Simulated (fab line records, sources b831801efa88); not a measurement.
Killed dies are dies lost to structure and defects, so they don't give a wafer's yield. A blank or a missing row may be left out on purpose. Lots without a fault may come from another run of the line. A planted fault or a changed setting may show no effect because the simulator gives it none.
fab line records | flow sky130
record lots=5 wafers=15 last_day=50
route steps=708 shown GATE_OXIDE@201 POLY_GATE@204 RES_PROTECT@206
lots that met no fault: from a run of the same line without faults
start_h: hours from the record's first day to the start of the lot's first wafer shown | wait_h: hours since the lot's step before | " the same as in the row above | L1.1+2: a row that stands for several wafers | - no value, or no start given | * or withheld: withheld | < > ~ a bound
route shown NAME@n: a module of which the file shows steps, and the number in the route of the first | usual: mean/standard deviation of fault-free wafers | same: alike in all rows | chamber/n: place in a boat | sites: the reading at each site | _std_site: their standard deviation | _edge_site: outer sites' mean less inner sites' | radius_mm: how far each site lies from the wafer's centre | mask NAME#n: copy n | behind: the tool/chamber that last shaped the wafer | hold: why the lot was held/for how many hours/how that ended | device: the transistor (n, p or np) that didn't switch | end of line: the same wafers' tests at the end of the route | a step without rows: its recipe alone | killed: dies lost to structure and defects at the first sort, not the wafer's yield | map: a wafer's dies, x killed, . not, _ none there
set.NAME: the setting as run; set.NAME@STEP: as run at that earlier step | model.NAME: the simulator's own value behind a step, which no gauge read
lots at some steps of the route; a table a step, a row a wafer
services: from which hour (start_h, from the record's first day; less than 0 if before it) a tool's chamber was out of use, for how many hours, and why
## steps
# step SKY_GATE_OXIDE_TW_MEAS_14
# usual GATE_OXIDE_TW=225.7/1.6
# columns lot.wafer tool chamber start_h wait_h GATE_OXIDE_TW
L074.2 film_metro-01 - 309.81 0.1 228.1
L074.4 " - " " 226.5
L074.6 " - " " 227.4
L079.3 film_metro-01 - 367.63 0.1 225.5
L079.4 " - " " 226.1
L079.5 " - " " 227.3
L089.3 film_metro-03 - 449.57 0.1 222.3
L089.4 " - " " 223.4
L089.6 " - " " 222.3
L092.2 film_metro-03 - 472.57 0.1 222.4
L092.3 " - " " 224.0
L092.6 " - " " 224.4
L096.1 film_metro-04 - 492.55 0.1 227.7
L096.2 " - " " 226.1
L096.6 " - " " 226.1
# step SKY_GATE_OXIDE_CLEAN_15
# recipe chemistry=SC1/SC2 mix=1:4:20 temp_c=70 time_s=150 dry=n2_spin
# columns lot.wafer tool chamber start_h wait_h
L074.2+4+6 wet_bench-01 2 309.86 0.0
L079.3+4+5 wet_bench-04 2 367.67 0.0
L089.3+4+6 wet_bench-02 2 449.61 0.0
L092.2+3+6 wet_bench-01 3 472.62 0.0
L096.1+2+6 wet_bench-04 3 492.61 0.1
# step SKY_GATE_OXIDE_OXIDATION_16
# recipe temp_c=800 ambient=O2 idle_temp_c=700 ramp_up_c_per_min=10 ramp_down_c_per_min=3 stabilise_s=600 purge_s=300 target_thk_a=35.7 ox_time_s=1915
# usual tube_center_temp_C_max=802.1/0.36 zone_power_bottom_pct=21.82/0.29 zone_power_centre_pct=13.7/0.43
# columns lot.wafer tool chamber start_h wait_h tube_center_temp_C_max zone_power_bottom_pct zone_power_centre_pct
L074.2 furnace-02 0 310.07 0.2 802.4 21.29 13.4
L074.4 " 0 " " 801.8 21.77 13.3
L074.6 " 0 " " 801.8 21.65 13.1
L079.3 furnace-01 0 367.88 0.1 802.3 22.07 13.9
L079.4 " 0 " " 801.4 22.13 14.1
L079.5 " 0 " " 802.3 22.03 14.3
L089.3 furnace-02 0 454.65 5.0 801.9 21.46 13.2
L089.4 " 0 " " 802.3 22.11 13.4
L089.6 " 0 " " 802.5 21.31 13.2
L092.2 furnace-02 0 473.17 0.5 802.1 21.87 13.2
L092.3 " 0 " " 802.0 21.51 13.3
L092.6 " 0 " " 801.5 21.79 13.2
L096.1 furnace-01 0 493.31 0.6 802.1 21.82 13.9
L096.2 " 0 " " 802.1 21.96 14.2
L096.6 " 0 " " 801.7 22.20 13.8
# step SKY_POLY_GATE_CVD_00
# recipe material=poly-Si target_thk_nm=180 temp_c=620 time_s=720 pressure_mtorr=200
# usual zone_power_bottom_pct=12.9/0.56 zone_power_centre_pct=8.05/0.17
# columns lot.wafer tool chamber start_h wait_h zone_power_bottom_pct zone_power_centre_pct
L074.2 lpcvd-01 0 311.60 0.0 12.5 8.10
L074.4 " 0 " " 12.4 7.94
L074.6 " 0 " " 12.6 8.02
L079.3 lpcvd-01 0 369.41 0.0 12.3 7.98
L079.4 " 0 " " 12.5 7.99
L079.5 " 0 " " 12.6 8.01
L089.3 lpcvd-01 1 456.19 0.0 13.7 8.30
L089.4 " 1 " " 13.7 8.34
L089.6 " 1 " " 13.5 8.18
L092.2 lpcvd-01 1 475.15 0.4 13.7 8.39
L092.3 " 1 " " 13.8 8.26
L092.6 " 1 " " 13.7 8.14
L096.1 lpcvd-01 0 494.84 0.0 12.5 7.78
L096.2 " 0 " " 12.6 7.91
L096.6 " 0 " " 12.5 7.87
# step SKY_POLY_GATE_THK_MEAS_01
# recipe reads=poly-Si_of_POLY_GATE_CVD_00
# usual POLY_GATE_CVD_00_THK=179.4/1.4
# columns lot.wafer tool chamber start_h wait_h POLY_GATE_CVD_00_THK[nm]
L074.2 film_metro-02 - 312.81 0.0 176.2
L074.4 " - " " 177.2
L074.6 " - " " 176.9
L079.3 film_metro-03 - 370.63 0.0 180.5
L079.4 " - " " 180.2
L079.5 " - " " 179.6
L089.3 film_metro-01 - 457.41 0.0 180.5
L089.4 " - " " 179.2
L089.6 " - " " 181.1
L092.2 film_metro-02 - 476.36 0.0 177.7
L092.3 " - " " 178.2
L092.6 " - " " 176.9
L096.1 film_metro-01 - 496.04 0.0 180.4
L096.2 " - " " 179.1
L096.6 " - " " 178.5
# step SKY_RES_PROTECT_DEHYDRATE_00
# recipe temp_c=200 time_s=60
# usual chill_plate_temp_C=22.99/0.1
# columns lot.wafer tool chamber start_h wait_h chill_plate_temp_C
L074.2 litho_track-04 0 324.55 11.7 23.02
L074.4 " 0 " " 23.20
L074.6 " 0 " " 23.08
L079.3 litho_track-04 0 383.72 13.1 23.14
L079.4 " 0 " " 23.05
L079.5 " 0 " " 22.90
L089.3 litho_track-03 0 471.45 14.0 22.94
L089.4 " 0 " " 22.91
L089.6 " 0 " " 22.85
L092.2 litho_track-01 0 490.98 14.6 22.93
L092.3 " 0 " " 22.79
L092.6 " 0 " " 22.79
L096.1 litho_track-01 0 510.46 14.4 22.92
L096.2 " 0 " " 22.84
L096.6 " 0 " " 22.93
# step SKY_RES_PROTECT_HMDS_01
# recipe prime_time_s=60 prime_temp_c=120
# usual chill_plate_temp_C=22.98/0.11
# columns lot.wafer tool chamber start_h wait_h chill_plate_temp_C
L074.2 litho_track-04 0 324.70 0.1 23.01
L074.4 " 0 " " 22.99
L074.6 " 0 " " 23.04
L079.3 litho_track-04 0 383.87 0.1 22.96
L079.4 " 0 " " 22.92
L079.5 " 0 " " 22.99
L089.3 litho_track-03 0 471.60 0.1 22.81
L089.4 " 0 " " 22.94
L089.6 " 0 " " 22.88
L092.2 litho_track-01 0 491.13 0.1 23.06
L092.3 " 0 " " 23.07
L092.6 " 0 " " 23.06
L096.1 litho_track-01 0 510.61 0.1 22.98
L096.2 " 0 " " 22.85
L096.6 " 0 " " 22.82
# step SKY_RES_PROTECT_COAT_02
# recipe resist=NOVOLAK spin_rpm=3000 resist_thk_nm=1140
# usual chill_plate_temp_C=22.98/0.11
# columns lot.wafer tool chamber start_h wait_h chill_plate_temp_C
L074.2 litho_track-04 0 324.85 0.1 22.96
L074.4 " 0 " " 22.91
L074.6 " 0 " " 23.03
L079.3 litho_track-04 0 384.02 0.1 22.74
L079.4 " 0 " " 22.91
L079.5 " 0 " " 22.84
L089.3 litho_track-03 0 471.75 0.1 22.95
L089.4 " 0 " " 23.08
L089.6 " 0 " " 22.94
L092.2 litho_track-01 0 491.28 0.1 22.97
L092.3 " 0 " " 23.17
L092.6 " 0 " " 23.10
L096.1 litho_track-01 0 510.76 0.1 23.07
L096.2 " 0 " " 22.97
L096.6 " 0 " " 23.02
# step SKY_RES_PROTECT_SOFTBAKE_03
# recipe temp_c=90 time_s=60 resist=NOVOLAK
# usual chill_plate_temp_C=23.03/0.1
# columns lot.wafer tool chamber start_h wait_h chill_plate_temp_C
L074.2 litho_track-04 0 325.00 0.1 23.08
L074.4 " 0 " " 23.13
L074.6 " 0 " " 23.13
L079.3 litho_track-04 0 384.17 0.1 22.92
L079.4 " 0 " " 22.88
L079.5 " 0 " " 23.09
L089.3 litho_track-03 0 471.90 0.1 23.11
L089.4 " 0 " " 23.03
L089.6 " 0 " " 23.23
L092.2 litho_track-01 0 491.43 0.1 22.93
L092.3 " 0 " " 22.98
L092.6 " 0 " " 22.95
L096.1 litho_track-01 0 510.91 0.1 23.07
L096.2 " 0 " " 22.94
L096.6 " 0 " " 23.17
# step SKY_RES_PROTECT_EXPOSE_04
# recipe mask_id=RPM na=0.6 source_shape=conventional sigma_outer=0.6 polarization=unpolarized target_cd_nm=1270 dose_mj=131
# same sigma_outer=0.6
# columns lot.wafer tool chamber start_h wait_h mask
L074.2+4+6 iline_stepper-02 0 - - RPM#0
L079.3+4+5 iline_stepper-01 0 - - RPM#0
L089.3+4+6 iline_stepper-01 0 - - RPM#0
L092.2+3+6 iline_stepper-02 0 - - RPM#0
L096.1+2+6 iline_stepper-01 0 - - RPM#0
# step SKY_RES_PROTECT_PEB_05
# recipe temp_c=withheld time_s=* resist=NOVOLAK
# usual chill_plate_temp_C=*
# columns lot.wafer tool chamber start_h wait_h chill_plate_temp_C
L074.2 litho_track-03 0 - - *
L074.4 " 0 " " *
L074.6 " 0 " " *
L079.3 litho_track-04 0 - - *
L079.4 " 0 " " *
L079.5 " 0 " " *
L089.3 litho_track-03 0 - - *
L089.4 " 0 " " *
L089.6 " 0 " " *
L092.2 litho_track-03 0 - - *
L092.3 " 0 " " *
L092.6 " 0 " " *
L096.1 litho_track-04 0 - - *
L096.2 " 0 " " *
L096.6 " 0 " " *
# step SKY_RES_PROTECT_DEVELOP_06
# recipe resist=NOVOLAK developer=TMAH develop_time_s=60 dev_temp_c=23.42
# usual chill_plate_temp_C=23.01/0.11
# columns lot.wafer tool chamber start_h wait_h chill_plate_temp_C
L074.2 litho_track-03 0 338.38 0.1 22.94
L074.4 " 0 " " 22.97
L074.6 " 0 " " 22.90
L079.3 litho_track-04 0 398.77 0.1 23.03
L079.4 " 0 " " 22.76
L079.5 " 0 " " 23.19
L089.3 litho_track-03 0 487.35 0.1 23.02
L089.4 " 0 " " 22.97
L089.6 " 0 " " 22.93
L092.2 litho_track-03 0 506.43 0.1 22.96
L092.3 " 0 " " 22.95
L092.6 " 0 " " 23.19
L096.1 litho_track-04 0 525.92 0.1 23.04
L096.2 " 0 " " 22.93
L096.6 " 0 " " 22.96
# step SKY_POLY_GATE_IMPLANT_02
# recipe species=P energy_kev=30 dose_cm2=7.7e+15 tilt_deg=0
# usual beam_energy_keV=29.999/0.0084 dose_ions_cm2=7.701e+15/8.4e+12
# columns lot.wafer tool chamber start_h wait_h beam_energy_keV dose_ions_cm2
L074.2 implanter-03 0 338.53 0.1 30.005 7.708e+15
L074.4 " 0 " " 29.997 7.689e+15
L074.6 " 0 " " 29.991 7.691e+15
L079.3 implanter-03 0 398.92 0.1 29.991 7.694e+15
L079.4 " 0 " " 29.987 7.713e+15
L079.5 " 0 " " 29.985 7.695e+15
L089.3 implanter-02 0 487.50 0.1 30.006 7.689e+15
L089.4 " 0 " " 30.004 7.696e+15
L089.6 " 0 " " 30.005 7.692e+15
L092.2 implanter-04 0 506.58 0.1 30.002 7.704e+15
L092.3 " 0 " " 29.976 7.695e+15
L092.6 " 0 " " 29.994 7.7e+15
L096.1 implanter-03 0 526.28 0.3 30.005 7.695e+15
L096.2 " 0 " " 30.006 7.709e+15
L096.6 " 0 " " 29.996 7.698e+15
# step SKY_RES_PROTECT_STRIP_07
# recipe chemistry=O2/N2 power_w=1400 pressure_mtorr=1500 platen_temp_c=withheld o2_flow_sccm=3000 n2_flow_sccm=300 overash_fraction=0.5
# usual drypump_motor_current_A=5.7/0.46 oes_product_au=0.518/0.0046 strip_time_to_endpoint_s=23.29/0.045
# columns lot.wafer tool chamber start_h wait_h drypump_motor_current_A oes_product_au rf_hours_counter_h strip_time_to_endpoint_s
L074.2 plasma_asher-03 1 338.65 0.1 6.3 0.522 53 23.33
L074.4 " 0 " " 6.2 0.515 - 23.29
L074.6 " 1 " " 6.3 0.512 - 23.36
L079.3 plasma_asher-04 1 399.06 0.1 5.6 0.510 - 23.31
L079.4 " 0 " " 6.0 0.510 - 23.31
L079.5 " 0 " " 6.0 0.520 - 23.32
L089.3 plasma_asher-01 0 487.63 0.1 4.9 0.516 - 23.15
L089.4 " 1 " " 5.4 0.509 - 23.22
L089.6 " 0 " " 4.9 0.518 - 23.22
L092.2 plasma_asher-04 1 506.70 0.1 5.5 0.518 76 23.25
L092.3 " 0 " " 6.0 0.523 - 23.26
L092.6 " 0 " " 6.0 0.524 - 23.23
L096.1 plasma_asher-03 0 526.43 0.1 6.2 0.517 73 23.24
L096.2 " 1 " " 6.3 0.517 73 23.22
L096.6 " 1 " " 6.3 0.513 - 23.26
# step SKY_RES_PROTECT_TW_MEAS_08
# usual POLY_GATE_TW=4060/21
# columns lot.wafer tool chamber start_h wait_h POLY_GATE_TW
L074.2 film_metro-02 - 338.76 0.1 4085
L074.4 " - " " 4091
L074.6 " - " " 4078
L079.3 film_metro-04 - 399.14 0.1 4077
L079.4 " - " " 4058
L079.5 " - " " 4075
L089.3 film_metro-04 - 487.72 0.1 4084
L089.4 " - " " 4084
L089.6 " - " " 4088
L092.2 film_metro-02 - 506.81 0.1 4064
L092.3 " - " " 4051
L092.6 " - " " 4074
L096.1 film_metro-02 - 526.53 0.1 4038
L096.2 " - " " 4043
L096.6 " - " " 4032
# step SKY_RES_PROTECT_CLEAN_09
# recipe chemistry=SC1/SC2 mix=1:4:20 temp_c=70 time_s=150 dry=n2_spin
# columns lot.wafer tool chamber start_h wait_h
L074.2+4+6 wet_bench-03 0 338.81 0.0
L079.3+4+5 wet_bench-03 3 399.18 0.0
L089.3+4+6 wet_bench-04 3 487.76 0.0
L092.2+3+6 wet_bench-04 2 506.86 0.0
L096.1+2+6 wet_bench-03 0 526.59 0.1
# step SKY_POLY_GATE_CVD_03
# recipe material=Si3N4 precursor=DCS/NH3 target_thk_nm=75 temp_c=770 time_s=1290 pressure_mtorr=250
# usual zone_power_bottom_pct=20.7/1.8 zone_power_centre_pct=14.1/1.8
# columns lot.wafer tool chamber start_h wait_h zone_power_bottom_pct zone_power_centre_pct
L074.2 lpcvd-02 0 343.19 4.3 18.9 16.0
L074.4 " 0 " " 19.1 16.1
L074.6 " 0 " " 19.1 16.1
L079.3 lpcvd-02 0 400.19 1.0 18.9 15.8
L079.4 " 0 " " 19.2 15.7
L079.5 " 0 " " 18.8 15.8
L089.3 lpcvd-02 0 489.55 1.7 19.0 15.8
L089.4 " 0 " " 19.2 15.7
L089.6 " 0 " " 18.9 15.6
L092.2 lpcvd-02 1 507.24 0.3 22.4 12.2
L092.3 " 1 " " 22.9 11.9
L092.6 " 1 " " 22.3 12.2
L096.1 lpcvd-02 1 526.64 0.0 22.7 12.2
L096.2 " 1 " " 22.9 12.1
L096.6 " 1 " " 22.7 12.1
# step SKY_POLY_GATE_THK_MEAS_04
# recipe reads=Si3N4_of_POLY_GATE_CVD_03
# usual POLY_GATE_CVD_03_THK=75.3/0.55
# columns lot.wafer tool chamber start_h wait_h POLY_GATE_CVD_03_THK[nm]
L074.2 film_metro-01 - 345.23 0.0 75.9
L074.4 " - " " 75.9
L074.6 " - " " 75.1
L079.3 film_metro-01 - 401.57 0.0 75.0
L079.4 " - " " 75.9
L079.5 " - " " 76.0
L089.3 film_metro-03 - 490.93 0.0 76.7
L089.4 " - " " 76.4
L089.6 " - " " 76.8
L092.2 film_metro-03 - 508.61 0.0 75.3
L092.3 " - " " 75.5
L092.6 " - " " 75.5
L096.1 film_metro-02 - 528.00 0.0 75.8
L096.2 " - " " 75.9
L096.6 " - " " 75.3
# step SKY_POLY_GATE_DEHYDRATE_05
# recipe temp_c=200 time_s=60
# usual chill_plate_temp_C=22.99/0.1
# columns lot.wafer tool chamber start_h wait_h chill_plate_temp_C
L074.2 litho_track-01 0 358.68 13.4 22.88
L074.4 " 0 " " 22.91
L074.6 " 0 " " 22.84
L079.3 litho_track-02 0 415.92 14.3 22.98
L079.4 " 0 " " 22.98
L079.5 " 0 " " 23.00
L089.3 litho_track-03 0 505.50 14.6 22.96
L089.4 " 0 " " 23.01
L089.6 " 0 " " 23.06
L092.2 litho_track-03 0 523.43 14.8 22.87
L092.3 " 0 " " 22.98
L092.6 " 0 " " 23.04
L096.1 litho_track-03 0 542.05 14.0 23.01
L096.2 " 0 " " 22.95
L096.6 " 0 " " 22.87
# step SKY_POLY_GATE_HMDS_06
# recipe prime_time_s=60 prime_temp_c=120
# usual chill_plate_temp_C=23.00/0.11
# columns lot.wafer tool chamber start_h wait_h chill_plate_temp_C
L074.2 litho_track-01 0 358.83 0.1 22.95
L074.4 " 0 " " 23.01
L074.6 " 0 " " 22.91
L079.3 litho_track-02 0 416.07 0.1 23.04
L079.4 " 0 " " 23.07
L079.5 " 0 " " 23.22
L089.3 litho_track-03 0 505.65 0.1 22.98
L089.4 " 0 " " 23.19
L089.6 " 0 " " 23.06
L092.2 litho_track-03 0 523.58 0.1 23.19
L092.3 " 0 " " 23.22
L092.6 " 0 " " 23.12
L096.1 litho_track-03 0 542.20 0.1 22.94
L096.2 " 0 " " 22.92
L096.6 " 0 " " 23.03
# step SKY_POLY_GATE_COAT_07
# recipe resist=BARC temp_c=withheld time_s=withheld spin_rpm=3000 resist_thk_nm=110
# usual chill_plate_temp_C=*
# columns lot.wafer tool chamber start_h wait_h chill_plate_temp_C
L074.2 litho_track-01 0 358.98 0.1 *
L074.4 " 0 " " *
L074.6 " 0 " " *
L079.3 litho_track-02 0 416.22 0.1 *
L079.4 " 0 " " *
L079.5 " 0 " " *
L089.3 litho_track-03 0 505.80 0.1 *
L089.4 " 0 " " *
L089.6 " 0 " " *
L092.2 litho_track-03 0 523.73 0.1 *
L092.3 " 0 " " *
L092.6 " 0 " " *
L096.1 litho_track-03 0 542.35 0.1 *
L096.2 " 0 " " *
L096.6 " 0 " " *
# step SKY_POLY_GATE_COAT_08
# recipe resist=KrF-thick spin_rpm=3000 resist_thk_nm=450
# usual chill_plate_temp_C=23.00/0.11
# columns lot.wafer tool chamber start_h wait_h chill_plate_temp_C
L074.2 litho_track-01 0 - - 22.96
L074.4 " 0 " " 22.92
L074.6 " 0 " " 23.07
L079.3 litho_track-02 0 - - 23.11
L079.4 " 0 " " 23.04
L079.5 " 0 " " 23.21
L089.3 litho_track-03 0 - - 22.98
L089.4 " 0 " " 22.97
L089.6 " 0 " " 23.03
L092.2 litho_track-03 0 - - 22.97
L092.3 " 0 " " 22.83
L092.6 " 0 " " 22.81
L096.1 litho_track-03 0 - - 23.00
L096.2 " 0 " " 22.96
L096.6 " 0 " " 22.87
# step SKY_POLY_GATE_SOFTBAKE_09
# recipe temp_c=100 time_s=90 resist=KrF-thick
# usual chill_plate_temp_C=22.98/0.11
# columns lot.wafer tool chamber start_h wait_h chill_plate_temp_C
L074.2 litho_track-01 0 - - 22.97
L074.4 " 0 " " 22.98
L074.6 " 0 " " 23.03
L079.3 litho_track-02 0 - - 22.65
L079.4 " 0 " " 22.96
L079.5 " 0 " " 22.88
L089.3 litho_track-03 0 - - 23.09
L089.4 " 0 " " 23.08
L089.6 " 0 " " 23.06
L092.2 litho_track-03 0 - - 22.84
L092.3 " 0 " " 22.96
L092.6 " 0 " " 22.81
L096.1 litho_track-03 0 - - 23.11
L096.2 " 0 " " 22.98
L096.6 " 0 " " 22.84
# step SKY_POLY_GATE_EXPOSE_10
# recipe mask_id=P1M na=0.68 source_shape=conventional sigma_outer=0.6 target_cd_nm=150 dose_mj=28
# same sigma_outer=0.6
# columns lot.wafer tool chamber start_h wait_h mask
L074.2+4+6 krf_scanner-01 0 - - P1M#0
L079.3+4+5 krf_scanner-01 0 - - P1M#0
L089.3+4+6 krf_scanner-01 0 - - P1M#0
L092.2+3+6 krf_scanner-01 0 - - P1M#0
L096.1+2+6 krf_scanner-02 0 - - P1M#0
# step SKY_POLY_GATE_PEB_11
# recipe peb_temp_c=withheld peb_time_s=withheld resist=KrF-thick
# usual chill_plate_temp_C=*
# columns lot.wafer tool chamber start_h wait_h chill_plate_temp_C
L074.2 litho_track-02 0 - - *
L074.4 " 0 " " *
L074.6 " 0 " " *
L079.3 litho_track-03 0 - - *
L079.4 " 0 " " *
L079.5 " 0 " " *
L089.3 litho_track-01 0 - - *
L089.4 " 0 " " *
L089.6 " 0 " " *
L092.2 litho_track-03 0 - - *
L092.3 " 0 " " *
L092.6 " 0 " " *
L096.1 litho_track-03 0 - - *
L096.2 " 0 " " *
L096.6 " 0 " " *
# step SKY_POLY_GATE_DEVELOP_12
# recipe develop_time_s=60 resist=KrF-thick dev_temp_c=21
# usual chill_plate_temp_C=23.00/0.11
# columns lot.wafer tool chamber start_h wait_h chill_plate_temp_C
L074.2 litho_track-02 0 - - 23.04
L074.4 " 0 " " 23.15
L074.6 " 0 " " 23.10
L079.3 litho_track-03 0 - - 23.07
L079.4 " 0 " " 23.06
L079.5 " 0 " " 22.75
L089.3 litho_track-01 0 - - 22.94
L089.4 " 0 " " 22.87
L089.6 " 0 " " 22.87
L092.2 litho_track-03 0 - - 23.03
L092.3 " 0 " " 22.80
L092.6 " 0 " " 22.85
L096.1 litho_track-03 0 - - 23.07
L096.2 " 0 " " 22.91
L096.6 " 0 " " 22.98
# step SKY_POLY_GATE_CD_MEAS_13
# recipe target_cd_nm=150
# usual cd_nm=149.7/1.5
# columns lot.wafer tool chamber start_h wait_h cd_nm
L074.2 cd_sem-02 - 373.74 - 152.3
L074.4 " - " " 152.2
L074.6 " - " " 151.6
L079.3 cd_sem-01 - 432.49 - 149.2
L079.4 " - " " 148.3
L079.5 " - " " 149.0
L089.3 cd_sem-01 - 521.55 - 153.0
L089.4 " - " " 151.7
L089.6 " - " " 151.6
L092.2 cd_sem-02 - 539.02 - 148.7
L092.3 " - " " 149.5
L092.6 " - " " 150.6
L096.1 cd_sem-02 - 558.15 - 148.2
L096.2 " - " " 149.2
L096.6 " - " " 148.2
# step SKY_POLY_GATE_OVL_MEAS_14
# usual POLY_GATE_OVL=-1/6
# columns lot.wafer tool chamber start_h wait_h POLY_GATE_OVL[nm]
L074.2 overlay-02 - 373.84 0.1 6
L074.4 " - " " 5
L074.6 " - " " 3
L079.3 overlay-01 - 432.58 0.1 3
L079.4 " - " " 12
L079.5 " - " " 7
L089.3 overlay-01 - 521.64 0.1 -2
L089.4 " - " " 15
L089.6 " - " " 15
L092.2 overlay-01 - 539.13 0.1 -1
L092.3 " - " " -1
L092.6 " - " " 1
L096.1 overlay-01 - 558.27 0.1 -8
L096.2 " - " " -4
L096.6 " - " " -3
# step SKY_POLY_GATE_ETCH_15
# recipe chemistry=N2/H2 target=BARC ion_energy_ev=200 source_w=500 bias_w=100 pressure_mtorr=30 n2_flow_sccm=100 h2_flow_sccm=200 stop_on=SiO2 time_s=118.5 target_depth_a=1100
# usual drypump_motor_current_A=6.00/0.25 oes_product_au=0.717/0.0043 throttle_valve_pct=13.213/0.0097
# columns lot.wafer tool chamber start_h wait_h drypump_motor_current_A oes_product_au rf_hours_counter_h throttle_valve_pct
L074.2 rie_diel-04 1 373.87 0.0 6.08 0.724 30 13.224
L074.4 " 0 " " 5.53 0.720 15 13.212
L074.6 " 0 " " 5.51 0.714 - 13.211
L079.3 rie_diel-04 2 432.61 0.0 6.24 0.715 11 13.221
L079.4 " 3 " " 6.23 0.715 - 13.205
L079.5 " 0 " " 5.53 0.714 - 13.214
L089.3 rie_diel-02 3 521.66 0.0 5.97 0.725 11 13.217
L089.4 " 3 " " 6.00 0.711 - 13.208
L089.6 " 2 " " 6.03 0.716 - 13.215
L092.2 rie_diel-01 3 539.16 0.0 5.90 0.711 0 13.203
L092.3 " 1 " " 6.34 0.717 46 13.213
L092.6 " 3 " " 5.87 0.717 - 13.225
L096.1 rie_diel-04 0 558.31 0.0 5.55 0.705 20 13.207
L096.2 " 3 " " 6.21 0.714 6 13.214
L096.6 " 0 " " 5.58 0.714 - 13.227
# step SKY_POLY_GATE_ETCH_16
# recipe stop_on=poly-Si chemistry=CH3F/O2 target=Si3N4 source_w=406.5 bias_w=80 pressure_mtorr=25 ch3f_flow_sccm=40 O2_flow_sccm=30 time_s=147.5 target_depth_a=750
# usual drypump_motor_current_A=5.99/0.25 oes_product_au=0.640/0.0045 throttle_valve_pct=10.536/0.0088
# columns lot.wafer tool chamber start_h wait_h drypump_motor_current_A oes_product_au rf_hours_counter_h throttle_valve_pct
L074.2 rie_diel-04 1 373.96 0.0 6.07 0.633 30 10.538
L074.4 " 0 " " 5.51 0.642 15 10.526
L074.6 " 0 " " 5.50 0.639 - 10.525
L079.3 rie_diel-04 2 432.69 0.0 6.25 0.640 11 10.543
L079.4 " 3 " " 6.18 0.642 - 10.542
L079.5 " 0 " " 5.53 0.641 - 10.529
L089.3 rie_diel-02 3 521.75 0.0 5.96 0.649 11 10.545
L089.4 " 3 " " 5.97 0.645 - 10.533
L089.6 " 2 " " 6.01 0.645 - 10.547
L092.2 rie_diel-01 3 539.24 0.0 5.90 0.634 0 10.534
L092.3 " 1 " " 6.34 0.641 46 10.531
L092.6 " 3 " " 5.89 0.645 - 10.552
L096.1 rie_diel-04 0 558.39 0.0 5.47 0.643 20 10.536
L096.2 " 3 " " 6.20 0.638 6 10.546
L096.6 " 0 " " 5.51 0.637 - 10.540
# step SKY_POLY_GATE_ETCH_17
# recipe target_depth_nm=180 stop_on=SiO2 over_etch_frac=0.56667 chemistry=HBr/Cl2 target=poly-Si icp_w=400 bias_w=100 pressure_mtorr=10 HBr_flow_sccm=150 Cl2_flow_sccm=50 time_s=70.5
# usual drypump_motor_current_A=5.7/0.56 he_backside_leak_sccm=2.65/0.16 oes_product_au=0.988/0.007 throttle_valve_pct=33.685/0.0092
# columns lot.wafer tool chamber start_h wait_h drypump_motor_current_A he_backside_leak_sccm oes_product_au rf_hours_counter_h throttle_valve_pct
L074.2 rie_si-02 0 374.05 0.0 5.7 2.63 0.981 9 33.678
L074.4 " 0 " " 5.7 2.54 0.986 - 33.688
L074.6 " 2 " " 5.2 2.64 0.974 - 33.680
L079.3 rie_si-01 0 432.79 0.0 6.5 2.69 0.997 3 33.689
L079.4 " 2 " " 6.3 2.58 0.994 2 33.689
L079.5 " 3 " " 6.0 2.69 0.997 - 33.674
L089.3 rie_si-02 2 521.84 0.0 5.2 2.83 0.991 41 33.690
L089.4 " 0 " " 5.7 2.54 0.981 10 33.693
L089.6 " 0 " " 5.7 2.46 0.980 - 33.682
L092.2 rie_si-01 1 539.34 0.0 5.4 2.62 0.973 39 33.685
L092.3 " 3 " " 6.0 2.66 0.983 5 33.698
L092.6 " 0 " " 6.5 2.59 0.987 - 33.698
L096.1 rie_si-01 3 558.49 0.0 6.1 2.75 0.990 5 33.688
L096.2 " 2 " " 6.4 2.85 0.981 2 33.670
L096.6 " 1 " " 5.4 2.43 0.977 - 33.686
# step SKY_POLY_GATE_STRIP_18
# recipe chemistry=O2/N2 power_w=1400 pressure_mtorr=1500 platen_temp_c=withheld o2_flow_sccm=3000 n2_flow_sccm=300 overash_fraction=0.5
# usual drypump_motor_current_A=5.7/0.48 oes_product_au=0.360/0.0047 strip_time_to_endpoint_s=3.13/0.034
# columns lot.wafer tool chamber start_h wait_h drypump_motor_current_A oes_product_au rf_hours_counter_h strip_time_to_endpoint_s
L074.2 plasma_asher-01 0 374.11 0.0 4.9 0.361 25 3.18
L074.4 " 0 " " 4.9 0.356 - 3.16
L074.6 " 0 " " 4.9 0.357 - 3.16
L079.3 plasma_asher-02 1 432.88 0.1 5.8 0.357 - 3.11
L079.4 " 0 " " 5.8 0.361 - 3.13
L079.5 " 1 " " 5.8 0.354 - 3.13
L089.3 plasma_asher-02 1 521.93 0.1 5.8 0.355 - 3.10
L089.4 " 0 " " 5.8 0.363 - 3.12
L089.6 " 1 " " 5.8 0.354 - 3.09
L092.2 plasma_asher-01 0 539.39 0.0 5.0 0.354 42 3.15
L092.3 " 0 " " 4.9 0.369 - 3.21
L092.6 " 1 " " 5.4 0.364 - 3.12
L096.1 plasma_asher-01 1 558.54 0.0 5.4 0.365 44 3.17
L096.2 " 0 " " 4.9 0.365 44 3.13
L096.6 " 1 " " 5.4 0.367 - 3.21
# step SKY_POLY_GATE_CLEAN_19
# recipe chemistry=SC1/SC2 mix=1:4:20 temp_c=70 time_s=150 dry=n2_spin
# columns lot.wafer tool chamber start_h wait_h
L074.2+4+6 wet_bench-03 1 374.21 0.1
L079.3+4+5 wet_bench-02 3 432.94 0.0
L089.3+4+6 wet_bench-03 2 522.00 0.0
L092.2+3+6 wet_bench-02 1 539.49 0.1
L096.1+2+6 wet_bench-02 2 558.64 0.1
## services
# columns tool chamber start_h hours kind
krf_scanner-01 - 304.25 0.8 pm
wet_bench-04 - 305.08 3.8 repair
krf_scanner-01 - 307.06 4.4 pm
rie_diel-04 2 307.78 11.5 repair
lpcvd-01 - 322.98 3.4 repair
lpcvd-01 - 326.40 6.0 pm
krf_scanner-01 - 331.57 1.3 repair
rie_diel-04 3 362.01 8.6 repair
krf_scanner-01 - 387.13 1.0 pm
rie_diel-04 2 406.84 6.9 repair
wet_bench-03 - 418.41 2.3 repair
rie_diel-04 0 423.65 5.0 repair
krf_scanner-01 - 425.05 4.0 pm
lpcvd-02 - 426.83 6.1 pm
rie_diel-04 1 430.55 3.3 repair
krf_scanner-01 - 443.52 0.5 repair
rie_diel-04 1 450.50 2.5 repair
krf_scanner-01 - 453.52 1.3 pm
krf_scanner-01 - 473.05 0.8 pm
krf_scanner-01 - 485.86 3.6 pm
wet_bench-03 - 515.01 1.9 pm
lpcvd-02 - 520.54 0.8 repair
krf_scanner-01 - 556.13 1.0 pm
lpcvd-01 - 556.62 2.8 pm
## key
fault none
